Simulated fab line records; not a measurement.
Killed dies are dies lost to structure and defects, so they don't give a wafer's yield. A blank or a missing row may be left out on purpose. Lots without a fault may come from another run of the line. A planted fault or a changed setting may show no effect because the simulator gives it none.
8D (eight disciplines) problem report, filled in by code | flow sky130 | the parts of the form that need people (team, actions taken, sign-off) are left out

== 1. THE ISSUE ==
Mean of cd_nm at SKY_SD_N_CD_MEAS_07: 472.0 nm across 2 wafers in 2 lots; on wafers with no fault it is 380.2 nm (standard deviation 2.1). That is +44 standard deviations from the usual mean.
The step: target cd 380 nm.
Earliest sighting: wafer L955.2 on cd_sem-02 at day 33 07:17. Wafers with a number at this step in the record: 42, from 14 lots. Rule for "out", or "out of limits": more than 4 standard deviations from the usual mean. All remaining wafers that have a number are taken as sound.

== 2. WHAT IT IS, WHAT IT ISN'T ==
question                    | is                   | is not
which readings at this step | cd_nm                | -
which lots                  | L955, L957           | L940, L941, L943, L944, L945, L947, L948, L950, L951, L952, L962, L963
which wafers of those lots  | L955.2, L957.1       | L955.4, L955.6, L957.5, L957.6
read on which gauges        | cd_sem-01, cd_sem-02 | -
when                        | from day 33 07:17    | up to then (32 sound wafers); but 8 sound wafers of L957, L962, L963 came after

== 3. WHAT RULES OUT EACH SUSPECT ==
Counting: any tool at a process step up to the reading remains a suspect provided it ran every lot that is out. Sound lots after the first of them don't rule it out here, since some wafers of a struck lot are sound.
- the gauge at SKY_SD_N_CD_MEAS_07: ruled out. The wafers that are out were read on 2 gauges (cd_sem-01, cd_sem-02).
- litho_track-02 at SKY_SD_N_COAT_02 (resist thk 1140 nm): kept. Every lot that is out went through it, the first being L955 (day 32 17:50); the last sound lot it ran before that was L951 (day 31 23:52).
The count leaves litho_track-02 at SKY_SD_N_COAT_02.

== 4. THE CAUSE (what the simulator had put in) ==
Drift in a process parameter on litho_track-02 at SKY_SD_N_COAT_02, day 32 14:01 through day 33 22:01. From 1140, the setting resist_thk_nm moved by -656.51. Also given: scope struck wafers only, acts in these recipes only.
This tool alone remained once counting was done.

== 5. THE EFFECT CHAIN, in route order ==
Rows list readings where the struck wafers' mean (over those with a number) sits beyond 3 standard deviations from the usual. Readings are gone through only where the record gives a usual standard deviation; hours: the median, over the lots, of the time from a lot's start at the first step in this table giving one to that lot's start at this step; sigmas: the change measured in usual standard deviations.
hours | step                | reading                  | usual      | on struck wafers | change | sigmas
0     | SKY_SD_N_CD_MEAS_07 | cd_nm                    | 380.2 nm   | 472.0            | +91.8  | +44
0     | SKY_SD_N_STRIP_11   | oes_product_au           | 0.527 a.u. | 0.432            | -0.095 | -21
0     | SKY_SD_N_STRIP_11   | strip_time_to_endpoint_s | 22.54 s    | 15.05            | -7.49  | -99 or more
Process steps it contains:
- SKY_SD_N_STRIP_11: strips in O2/N2.

== 6. WHAT WOULD HAVE CAUGHT IT SOONER ==
17 hours passed between the start of the fault at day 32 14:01 and the first reading out of limits at a measuring or inspecting step in this record, taken at day 33 07:17.
No tool reading at SKY_SD_N_COAT_02 that has a usual standard deviation in the record was out on any struck wafer, so an alarm limit of 4 standard deviations on those readings would not have fired.
By day 33 07:17, every lot that is out (2) had started SKY_SD_N_COAT_02 on litho_track-02. Tool hold at that time: it would have spared none of them.
